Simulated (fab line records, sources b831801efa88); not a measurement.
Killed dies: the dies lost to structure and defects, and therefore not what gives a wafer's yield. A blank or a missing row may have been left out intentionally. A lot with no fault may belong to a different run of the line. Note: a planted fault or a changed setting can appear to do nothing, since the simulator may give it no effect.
Problem report, 8D (eight disciplines) form, completed by code | flow sky130 | the parts of the form that need people (team, actions taken, sign-off) are left out

## 1. THE PROBLEM
Mean of cathodeDcPowerW at SKY_METAL4_SPUTTER_03: 2863.6 W across 6 wafers in 2 lots; on wafers with no fault it is 3000.0 W (standard deviation 0.54). That is -99 or more standard deviations from the usual mean.
The step: material Ti, target thk 5 nm, time 3.3 s.
Seen first at day 42 10:09 on pvdSputter-04, wafer L698.3. Wafers with a number at this step in the record: 18, from 6 lots. Rule for "out" (also "out of limits"): further than 4 standard deviations from the usual mean. Any other wafer with a number is counted as sound.

## 2. WHAT IT IS AND WHAT IT IS NOT
question                    | is                     | is not
which readings at this step | cathodeDcPowerW        | throttleValvePct
which lots                  | L698, L700             | L691, L699, L704, L711
which wafers of those lots  | all that have a number | -
read on which tools         | pvdSputter-04          | pvdSputter-01, pvdSputter-02
when                        | from day 42 10:09      | up to then (3 sound wafers); but 9 sound wafers of L699, L704, L711 came after

## 3. WHAT RULES OUT EACH SUSPECT
Counting: a tool at any process step up to the reading remains a suspect when it ran all the lots that are out and ran no sound lot after the first of those.
- plasmaAsher-04 at SKY_VIA3_STRIP_16 (strips in O2/N2): ruled out as a lasting fault. Sound lots L704 ran on it after its first lot that is out, L698 (day 42 08:50).
- cvdW-02 at SKY_VIA3_CVD_21 (deposits W, target thk 390 nm, time 117.31 s): ruled out as a lasting fault. Sound lots L699, L704, L711 ran on it after its first lot that is out, L698 (day 42 09:30).
- pvdSputter-04 at SKY_METAL4_SPUTTER_01 (material TiN, target thk 20 nm, time 16.7 s): ruled out as a lasting fault. Sound lots L711 ran on it after its first lot that is out, L698 (day 42 10:05).
- pvdSputter-04 at SKY_METAL4_SPUTTER_02 (material AlCu, target thk 735 nm, time 39.1 s): ruled out as a lasting fault. Sound lots L711 ran on it after its first lot that is out, L698 (day 42 10:07).
- pvdSputter-04 at SKY_METAL4_SPUTTER_03 (material Ti, target thk 5 nm, time 3.3 s): ruled out as a lasting fault. Sound lots L711 ran on it after its first lot that is out, L698 (day 42 10:09).
Left after counting: nothing in the record.

## 4. THE CAUSE (what the simulator had put in)
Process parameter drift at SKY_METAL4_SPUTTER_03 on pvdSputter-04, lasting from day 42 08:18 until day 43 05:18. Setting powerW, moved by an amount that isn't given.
Counting ruled it out, wrongly.

## 5. THE CHAIN OF EFFECTS, in route order
Rows list readings where the struck wafers' mean (over those with a number) sits beyond 3 standard deviations from the usual. Readings are gone through only where the record gives a usual standard deviation; hours: the median, over the lots, of the time from a lot's start at the first step in this table giving one to that lot's start at this step; sigmas: the change measured in usual standard deviations.
hours | step                  | reading         | usual    | on struck wafers | change | sigmas
0     | SKY_METAL4_SPUTTER_03 | cathodeDcPowerW | 3000.0 W | 2863.6           | -136.4 | -99 or more
Here are the process steps it includes:
- SKY_METAL4_SPUTTER_03: material Ti, target thk 5 nm, time 3.3 s.

## 6. HOW IT WOULD HAVE BEEN CAUGHT EARLIER
The fault began at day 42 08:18; the first out-of-limits reading in this record came at day 42 10:09, 2 hours later.
